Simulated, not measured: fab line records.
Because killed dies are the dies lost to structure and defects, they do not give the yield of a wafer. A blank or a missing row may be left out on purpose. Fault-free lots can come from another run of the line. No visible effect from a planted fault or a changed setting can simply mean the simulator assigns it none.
fab line records ; flow gf180mcu
[record] lots = 10; wafers = 30; last_day = 34
route steps=602 shown M2@377 V2@385
lots that met no fault: from a run of the same line without faults
start_h: hours from the record's first day to the start of the lot's first wafer shown ; wait_h: hours elapsed since this lot's preceding step ; " unchanged from the row above ; L1.1+2: several wafers, shown together as one row ; - no value, or no start was given ; * or withheld: withheld ; < > ~ a bound
route shown NAME@n: NAME is a module with steps in the file, n the number in the route of the first one ; usual: mean/standard deviation of fault-free wafers ; same: alike in all rows ; chamber/n: place in a boat ; sites: readings site by site ; _std_site: the values' standard deviation ; _edge_site: inner sites' mean taken away from outer sites' mean ; radius_mm: how far each site lies from the wafer's centre ; mask NAME#n: copy n ; behind: the tool/chamber that last shaped the wafer ; hold: what put the lot on hold/how long, in hours/how the hold closed ; device: names the non-switching transistor (n, p or np) ; end of line: tests of these same wafers at the route's end ; a step with no rows: only its recipe ; killed: dies that structure and defects cost at the first sort, which is not the same as the wafer's yield ; map: a wafer's dies, x killed, . not, _ none there
set.NAME: the setting the step ran with; set.NAME@STEP: the setting that earlier step ran with ; model.NAME: the simulator's own value behind a step, which no gauge read
route steps across a sampled set of lots; one table per step, one row per wafer
services: the hour from which a tool's chamber was out of use, counted from the record's first day as start_h (under 0 if before that day), plus the number of hours and why
[[steps]]
[step GF_M2_OVL_MEAS_15]
[usual] M2_OVL = 0/6.3
lot.wafer;tool;chamber;start_h;wait_h;M2_OVL[nm]
L241.1;overlay-01;-;461.95;0.1;-1
L241.2;overlay-01;-;461.95;0.1;-10
L241.5;overlay-01;-;461.95;0.1;-1
L242.2;overlay-01;-;484.92;0.1;-7
L242.3;overlay-01;-;484.92;0.1;-8
L242.5;overlay-01;-;484.92;0.1;-8
L243.1;overlay-01;-;486.40;0.1;3
L243.2;overlay-01;-;486.40;0.1;7
L243.3;overlay-01;-;486.40;0.1;11
L244.3;overlay-02;-;500.47;0.1;8
L244.4;overlay-02;-;500.47;0.1;0
L244.6;overlay-02;-;500.47;0.1;2
L247.2;overlay-02;-;544.46;0.1;0
L247.3;overlay-02;-;544.46;0.1;5
L247.4;overlay-02;-;544.46;0.1;-5
L249.4;overlay-02;-;552.01;0.1;0
L249.5;overlay-02;-;552.01;0.1;0
L249.6;overlay-02;-;552.01;0.1;2
L258.1;overlay-02;-;608.82;0.1;8
L258.3;overlay-02;-;608.82;0.1;6
L258.5;overlay-02;-;608.82;0.1;4
L259.2;overlay-02;-;616.31;0.1;-4
L259.3;overlay-02;-;616.31;0.1;-11
L259.6;overlay-02;-;616.31;0.1;-7
L260.3;overlay-02;-;625.51;0.1;-3
L260.5;overlay-02;-;625.51;0.1;3
L260.6;overlay-02;-;625.51;0.1;0
L261.3;overlay-02;-;628.52;0.1;-9
L261.5;overlay-02;-;628.52;0.1;-4
L261.6;overlay-02;-;628.52;0.1;-1
[step GF_M2_METAL_ETCH_16]
[recipe] chemistry = Cl2/BCl3; mask_material = KrF; target_depth_nm = 750.8; stop_on = SiO2; pressure_mtorr = 8; icp_w = 800; bias_w = 140; Cl2_flow_sccm = 80; bcl3_flow_sccm = 40; time_s = 125.1
[usual] bias_w = 140.0/0.44; drypump_motor_current_A = 5.87/0.17; oes_product_au = 0.988/0.0066; throttle_valve_pct = 28.232/0.011
lot.wafer;tool;chamber;start_h;wait_h;bias_w;drypump_motor_current_A;oes_product_au;rf_hours_counter_h;throttle_valve_pct
L241.1;rie_metal-02;1;461.98;0.0;139.3;5.91;0.987;10;28.240
L241.2;rie_metal-02;0;461.98;0.0;139.8;5.95;0.984;1;28.245
L241.5;rie_metal-02;1;461.98;0.0;139.8;5.93;0.985;-;28.242
L242.2;rie_metal-03;0;484.95;0.0;140.2;5.92;0.992;9;28.247
L242.3;rie_metal-03;0;484.95;0.0;139.8;5.92;0.986;-;28.227
L242.5;rie_metal-03;0;484.95;0.0;140.3;5.94;0.989;-;28.224
L243.1;rie_metal-01;0;486.43;0.0;139.8;6.18;0.986;4;28.241
L243.2;rie_metal-01;1;486.43;0.0;140.5;5.73;0.969;12;28.253
L243.3;rie_metal-01;0;486.43;0.0;139.3;6.19;0.986;-;28.231
L244.3;rie_metal-02;0;500.54;0.1;139.9;5.88;0.986;-;28.217
L244.4;rie_metal-02;1;500.54;0.1;140.2;5.93;0.996;-;28.224
L244.6;rie_metal-02;1;500.54;0.1;139.9;5.92;0.991;-;28.242
L247.2;rie_metal-01;1;544.49;0.0;140.6;5.73;0.977;14;28.241
L247.3;rie_metal-01;0;544.49;0.0;140.6;6.16;0.975;-;28.225
L247.4;rie_metal-01;1;544.49;0.0;140.7;5.74;0.974;-;28.245
L249.4;rie_metal-02;0;552.16;0.1;140.1;5.87;0.983;-;28.226
L249.5;rie_metal-02;0;552.16;0.1;139.7;5.89;0.989;-;28.235
L249.6;rie_metal-02;0;552.16;0.1;139.5;5.91;0.980;-;28.227
L258.1;rie_metal-01;0;608.86;0.0;139.9;6.17;0.987;8;28.233
L258.3;rie_metal-01;0;608.86;0.0;140.2;6.18;1.001;-;28.215
L258.5;rie_metal-01;0;608.86;0.0;140.1;6.19;0.993;-;28.220
L259.2;rie_metal-03;0;616.34;0.0;139.8;5.91;0.983;13;28.236
L259.3;rie_metal-03;1;616.34;0.0;139.7;5.61;0.993;-;28.230
L259.6;rie_metal-03;0;616.34;0.0;139.9;5.89;0.980;-;28.241
L260.3;rie_metal-03;1;625.57;0.1;140.2;5.62;0.996;-;28.226
L260.5;rie_metal-03;0;625.57;0.1;139.7;5.92;0.987;-;28.231
L260.6;rie_metal-03;1;625.57;0.1;139.4;5.63;1.004;-;28.221
L261.3;rie_metal-03;1;628.59;0.1;139.7;5.63;0.991;-;28.219
L261.5;rie_metal-03;0;628.59;0.1;139.9;5.89;0.988;-;28.246
L261.6;rie_metal-03;1;628.59;0.1;139.7;5.63;0.995;-;28.231
[step GF_V2_THK_MEAS_03]
[recipe] reads = SiO2_of_V2_CVD_02
[usual] V2_CVD_02_THK = 848/11
lot.wafer;tool;chamber;start_h;wait_h;V2_CVD_02_THK[nm]
L241.1;film_metro-03;-;462.85;0.0;846
L241.2;film_metro-03;-;462.85;0.0;842
L241.5;film_metro-03;-;462.85;0.0;858
L242.2;film_metro-02;-;485.82;0.0;837
L242.3;film_metro-02;-;485.82;0.0;848
L242.5;film_metro-02;-;485.82;0.0;871
L243.1;film_metro-03;-;487.33;0.0;835
L243.2;film_metro-03;-;487.33;0.0;828
L243.3;film_metro-03;-;487.33;0.0;837
L244.3;film_metro-02;-;501.41;0.1;839
L244.4;film_metro-02;-;501.41;0.1;864
L244.6;film_metro-02;-;501.41;0.1;857
L247.2;film_metro-04;-;545.37;0.0;851
L247.3;film_metro-04;-;545.37;0.0;847
L247.4;film_metro-04;-;545.37;0.0;862
L249.4;film_metro-02;-;553.06;0.0;854
L249.5;film_metro-02;-;553.06;0.0;857
L249.6;film_metro-02;-;553.06;0.0;872
L258.1;film_metro-02;-;609.73;0.0;849
L258.3;film_metro-02;-;609.73;0.0;845
L258.5;film_metro-02;-;609.73;0.0;855
L259.2;film_metro-02;-;617.31;0.0;837
L259.3;film_metro-02;-;617.31;0.0;828
L259.6;film_metro-02;-;617.31;0.0;853
L260.3;film_metro-02;-;626.51;0.1;853
L260.5;film_metro-02;-;626.51;0.1;864
L260.6;film_metro-02;-;626.51;0.1;871
L261.3;film_metro-02;-;629.43;0.1;838
L261.5;film_metro-02;-;629.43;0.1;856
L261.6;film_metro-02;-;629.43;0.1;841
[step GF_V2_CVD_23]
[recipe] material = W; target_thk_nm = 350; time_s = 104.94; temp_c = 400; pressure_torr = 40
[usual] heater_power_w = 843/62
lot.wafer;tool;chamber;start_h;wait_h;heater_power_w
L241.1;cvd_w-02;0;488.25;0.0;897
L241.2;cvd_w-02;1;488.25;0.0;821
L241.5;cvd_w-02;1;488.25;0.0;828
L242.2;cvd_w-01;1;511.34;0.0;731
L242.3;cvd_w-01;0;511.34;0.0;922
L242.5;cvd_w-01;1;511.34;0.0;752
L243.1;cvd_w-02;0;512.27;0.0;853
L243.2;cvd_w-02;1;512.27;0.0;841
L243.3;cvd_w-02;1;512.27;0.0;831
L244.3;cvd_w-02;0;526.08;0.1;861
L244.4;cvd_w-02;1;526.08;0.1;813
L244.6;cvd_w-02;0;526.08;0.1;853
L247.2;cvd_w-01;1;569.44;0.0;770
L247.3;cvd_w-01;1;569.44;0.0;756
L247.4;cvd_w-01;0;569.44;0.0;908
L249.4;cvd_w-02;0;576.90;0.1;846
L249.5;cvd_w-02;0;576.90;0.1;851
L249.6;cvd_w-02;1;576.90;0.1;830
L258.1;cvd_w-01;1;630.98;0.0;745
L258.3;cvd_w-01;0;630.98;0.0;948
L258.5;cvd_w-01;0;630.98;0.0;912
L259.2;cvd_w-01;0;637.97;0.0;934
L259.3;cvd_w-01;1;637.97;0.0;758
L259.6;cvd_w-01;1;637.97;0.0;747
L260.3;cvd_w-02;0;647.56;0.1;870
L260.5;cvd_w-02;0;647.56;0.1;865
L260.6;cvd_w-02;1;647.56;0.1;817
L261.3;cvd_w-02;0;650.61;0.1;867
L261.5;cvd_w-02;1;650.61;0.1;828
L261.6;cvd_w-02;0;650.61;0.1;864
[step GF_V2_RS_MEAS_24]
[recipe] thk_meas_gauge = four-point-probe; reads = W_of_V2_CVD_23+TiN_of_V2_SPUTTER_22+Ti_of_V2_SPUTTER_21
[usual] V2_W_RS = 0.325/0.0031
lot.wafer;tool;chamber;start_h;wait_h;hold;V2_W_RS[ohm/sq]
L241.1;film_metro-02;-;488.36;0.1;-;0.323
L241.2;film_metro-02;-;488.36;0.1;-;0.323
L241.5;film_metro-02;-;488.36;0.1;-;0.321
L242.2;film_metro-03;-;511.47;0.1;-;0.321
L242.3;film_metro-03;-;511.47;0.1;-;0.325
L242.5;film_metro-03;-;511.47;0.1;-;0.321
L243.1;film_metro-03;-;512.38;0.1;-;0.327
L243.2;film_metro-03;-;512.38;0.1;-;0.323
L243.3;film_metro-03;-;512.38;0.1;-;0.318
L244.3;film_metro-03;-;526.20;0.1;-;0.328
L244.4;film_metro-03;-;526.20;0.1;-;0.325
L244.6;film_metro-03;-;526.20;0.1;-;0.326
L247.2;film_metro-02;-;569.57;0.1;-;0.324
L247.3;film_metro-02;-;569.57;0.1;-;0.326
L247.4;film_metro-02;-;569.57;0.1;-;0.325
L249.4;film_metro-02;-;577.03;0.1;-;0.325
L249.5;film_metro-02;-;577.03;0.1;-;0.325
L249.6;film_metro-02;-;577.03;0.1;-;0.325
L258.1;film_metro-03;-;631.09;0.1;await_dispo/0.2h/release;0.330
L258.3;film_metro-03;-;631.09;0.1;await_dispo/0.2h/release;0.329
L258.5;film_metro-03;-;631.09;0.1;await_dispo/0.2h/release;0.433
L258.1;film_metro-03;-;631.53;0.4;-;0.331
L258.3;film_metro-03;-;631.53;0.4;-;0.329
L258.5;film_metro-03;-;631.53;0.4;-;0.433
L259.2;film_metro-04;-;638.10;0.1;await_dispo/0.2h/release;0.433
L259.3;film_metro-04;-;638.10;0.1;await_dispo/0.2h/release;0.326
L259.6;film_metro-04;-;638.10;0.1;await_dispo/0.2h/release;0.327
L259.2;film_metro-04;-;638.42;0.3;-;0.432
L259.3;film_metro-04;-;638.42;0.3;-;0.326
L259.6;film_metro-04;-;638.42;0.3;-;0.327
L260.3;film_metro-02;-;647.67;0.1;-;0.329
L260.5;film_metro-02;-;647.67;0.1;-;0.325
L260.6;film_metro-02;-;647.67;0.1;-;0.323
L261.3;film_metro-04;-;650.72;0.1;-;0.329
L261.5;film_metro-04;-;650.72;0.1;-;0.323
L261.6;film_metro-04;-;650.72;0.1;-;0.326
[step GF_V2_THK_MEAS_25]
[recipe] thk_meas_gauge = xrf; reads = W_of_V2_CVD_23
[usual] V2_W_THK = 346/4.9
lot.wafer;tool;chamber;start_h;wait_h;hold;V2_W_THK[nm]
L241.1;film_metro-02;-;488.48;0.1;-;346
L241.2;film_metro-02;-;488.48;0.1;-;346
L241.5;film_metro-02;-;488.48;0.1;-;346
L242.2;film_metro-03;-;511.58;0.1;-;348
L242.3;film_metro-03;-;511.58;0.1;-;344
L242.5;film_metro-03;-;511.58;0.1;-;349
L243.1;film_metro-03;-;512.50;0.1;-;342
L243.2;film_metro-03;-;512.50;0.1;-;347
L243.3;film_metro-03;-;512.50;0.1;-;350
L244.3;film_metro-03;-;526.30;0.1;-;342
L244.4;film_metro-03;-;526.30;0.1;-;345
L244.6;film_metro-03;-;526.30;0.1;-;343
L247.2;film_metro-02;-;569.68;0.1;-;342
L247.3;film_metro-02;-;569.68;0.1;-;340
L247.4;film_metro-02;-;569.68;0.1;-;341
L249.4;film_metro-02;-;577.12;0.1;-;344
L249.5;film_metro-02;-;577.12;0.1;-;341
L249.6;film_metro-02;-;577.12;0.1;-;343
L258.1;film_metro-03;-;637.73;6.2;await_dispo/0.2h/release;334
L258.3;film_metro-03;-;637.73;6.2;await_dispo/0.2h/release;339
L258.5;film_metro-03;-;637.73;6.2;await_dispo/0.2h/release;257
L258.1;film_metro-03;-;637.95;0.2;-;337
L258.3;film_metro-03;-;637.95;0.2;-;337
L258.5;film_metro-03;-;637.95;0.2;-;258
L259.2;film_metro-04;-;643.73;5.3;await_dispo/0.2h/release;263
L259.3;film_metro-04;-;643.73;5.3;await_dispo/0.2h/release;346
L259.6;film_metro-04;-;643.73;5.3;await_dispo/0.2h/release;344
L259.2;film_metro-04;-;643.97;0.2;-;263
L259.3;film_metro-04;-;643.97;0.2;-;347
L259.6;film_metro-04;-;643.97;0.2;-;345
L260.3;film_metro-02;-;647.77;0.1;-;336
L260.5;film_metro-02;-;647.77;0.1;-;343
L260.6;film_metro-02;-;647.77;0.1;-;344
L261.3;film_metro-04;-;650.82;0.1;-;346
L261.5;film_metro-04;-;650.82;0.1;-;352
L261.6;film_metro-04;-;650.82;0.1;-;349
[step GF_V2_CMP_26]
[recipe] stop_on = SiO2; down_force_psi = 3.5; platen_rpm = 60; t_overpolish_s = 15; target_thk_nm = 0; pad_velocity_m_s = 0.94248
[usual] motor_current_A = 11.2/0.95; time_to_endpoint_s = 84/4.4
lot.wafer;tool;chamber;start_h;wait_h;hold;motor_current_A;time_to_endpoint_s
L241.1;cmp-01;3;488.59;0.1;-;11.8;89
L241.2;cmp-01;0;488.59;0.1;-;11.9;87
L241.5;cmp-01;2;488.59;0.1;-;11.5;91
L242.3;cmp-02;3;511.68;0.1;-;12.7;79
L242.2;cmp-02;1;511.68;0.1;-;10.1;81
L242.5;cmp-02;3;511.68;0.1;-;11.7;80
L243.2;cmp-02;1;512.56;0.0;-;9.4;85
L243.1;cmp-02;2;512.56;0.0;-;11.4;90
L243.3;cmp-02;0;512.56;0.0;-;11.5;87
L244.4;cmp-02;2;526.34;0.0;-;11.4;88
L244.3;cmp-02;1;526.34;0.0;-;9.6;85
L244.6;cmp-02;3;526.34;0.0;-;11.8;79
L247.4;cmp-02;3;569.73;0.0;-;12.2;82
L247.2;cmp-02;0;569.73;0.0;-;12.2;88
L247.3;cmp-02;1;569.73;0.0;-;9.6;84
L249.4;cmp-02;3;577.20;0.1;-;12.5;86
L249.6;cmp-02;2;577.20;0.1;-;11.0;92
L249.5;cmp-02;3;577.20;0.1;-;12.0;81
L258.3;cmp-01;0;643.48;5.5;await_dispo/5.4h/release;10.7;80
L258.1;cmp-01;1;643.48;5.5;await_dispo/5.4h/release;10.0;82
L258.5;cmp-01;3;643.48;5.5;await_dispo/5.4h/release;11.8;63
L259.3;cmp-02;3;646.22;2.2;await_dispo/2.1h/release;12.2;81
L259.2;cmp-02;0;646.22;2.2;await_dispo/2.1h/release;11.9;66
L259.6;cmp-02;1;646.22;2.2;await_dispo/2.1h/release;9.8;85
L260.3;cmp-02;1;647.91;0.1;-;9.7;82
L260.5;cmp-02;3;647.91;0.1;-;11.8;80
L260.6;cmp-02;0;647.91;0.1;-;12.2;86
L261.3;cmp-02;0;650.91;0.1;-;11.4;84
L261.5;cmp-02;3;650.91;0.1;-;12.6;84
L261.6;cmp-02;0;650.91;0.1;-;12.2;86
[[services]]
tool;chamber;start_h;hours;kind
cmp-02;-;494.39;1.0;repair
cmp-02;-;499.72;0.5;repair
cmp-01;-;505.92;3.0;repair
cmp-02;-;509.08;1.5;repair
rie_metal-03;-;509.35;1.4;pm
cmp-02;-;533.25;0.5;repair
rie_metal-02;1;550.26;-;clean
rie_metal-02;1;550.26;19.7;scheduled_down
rie_metal-02;1;550.26;19.7;vent_cycle
cmp-02;-;550.63;1.9;repair
rie_metal-01;1;557.06;-;clean
rie_metal-01;1;557.06;23.4;scheduled_down
rie_metal-01;1;557.06;23.4;vent_cycle
cmp-01;-;580.80;4.0;pm
cvd_w-02;-;582.07;14.6;pm
cmp-01;-;584.80;-;consumable_replace:conditioner
cmp-01;-;584.80;-;consumable_replace:pad
cmp-02;-;594.17;1.5;repair
rie_metal-03;-;602.03;0.6;repair
cvd_w-02;0;603.33;9.8;repair
rie_metal-03;-;608.03;2.8;pm
rie_metal-02;1;628.56;7.6;repair
[[key]]
[first_sign] step = GF_V2_RS_MEAS_24; reading = visit; direction = added
[effect] step = GF_V2_RS_MEAS_24; reading = V2_W_RS; direction = up; sigmas = 35; usual = 0.325; struck = 0.433
[effect] step = GF_V2_THK_MEAS_25; reading = visit; direction = added
[effect] step = GF_V2_THK_MEAS_25; reading = V2_W_THK; direction = down; sigmas = 17; usual = 346; struck = 260
[effect] step = GF_V2_CMP_26; reading = time_to_endpoint_s; direction = down; sigmas = 4.5; usual = *; struck = *
met_at GF_V2_CVD_23
struck_lots L258,L259
struck_wafers L258.5,L259.2
not_acting_at GF_M2_OVL_MEAS_15,GF_M2_METAL_ETCH_16,GF_V2_THK_MEAS_03
onset_between 569.44 630.98
[fault] kind = process_parameter_drift; tool = cvd_w-01; chamber = -; onset_h = 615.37; steps = GF_V2_CVD_23; channel = target_thk_nm; offset = -83.317; shape = step; end_h = 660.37; scope = struck_wafers_only; acts_in = these_recipes_only; stated = 350
